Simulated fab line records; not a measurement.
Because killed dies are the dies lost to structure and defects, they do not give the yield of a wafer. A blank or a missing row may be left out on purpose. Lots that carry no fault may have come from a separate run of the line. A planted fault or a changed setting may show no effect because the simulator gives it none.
The same fault as seen by 2 desks    flow gf180mcu    only its own numbers are on each desk; what lay behind them is given at the end

## THE METROLOGY DESK
Means of the sampled wafers that have a number, per lot and without regard to the tool the lot ran on: this is what the gauges read. The brackets show how far a lot's mean lies from the usual mean; more than 4 standard deviations puts the lot out of limits, marked OUT.
Columns: A = cd_nm at GF_V3_CD_MEAS_14, usual 260.2 nm
lot   first seen here  A
L159  day 22 11:36     258.7
L162  day 23 21:42     258.9
L168  day 26 04:57     261.7
L169  day 26 12:18     260.0
L170  day 26 14:18     259.5
L171  day 26 20:37     262.4
L172  day 27 01:31     262.2
L173  day 27 11:47     263.3
L179  day 29 02:14     260.6
L180  day 29 11:16     260.7
L181  day 29 17:05     259.9
L182  day 29 19:23     262.0
Finding of this desk: none of the 12 lots has anything out of limits.

## THE TOOL OWNER'S DESK: krf_scanner-01
The tool's own readings at GF_V3_EXPOSE_11 (exposes mask Via3, target cd 260 nm): means of the sampled wafers that have a number, for each lot that ran on this tool. The brackets show how far a lot's mean lies from the usual mean; more than 4 standard deviations puts the lot out of limits, marked OUT.
Columns: A = stage_vel_mm_s at GF_V3_EXPOSE_11, usual 499.95 mm/s
lot   first seen here  A
L162  day 23 10:22     499.62
L168  day 25 18:13     499.79
L169  day 26 01:35     499.79
L170  day 26 04:31     500.00
L171  day 26 10:42     499.95
L172  day 26 15:31     499.68
L173  day 27 02:08     500.34
Finding of this desk: none of the 7 lots has anything out of limits.

## TAKEN TOGETHER
Metrology desk: nothing out of limits seen.
The tool owner's desk saw nothing out of limits.

## WHAT WAS PUT IN BY THE SIMULATOR
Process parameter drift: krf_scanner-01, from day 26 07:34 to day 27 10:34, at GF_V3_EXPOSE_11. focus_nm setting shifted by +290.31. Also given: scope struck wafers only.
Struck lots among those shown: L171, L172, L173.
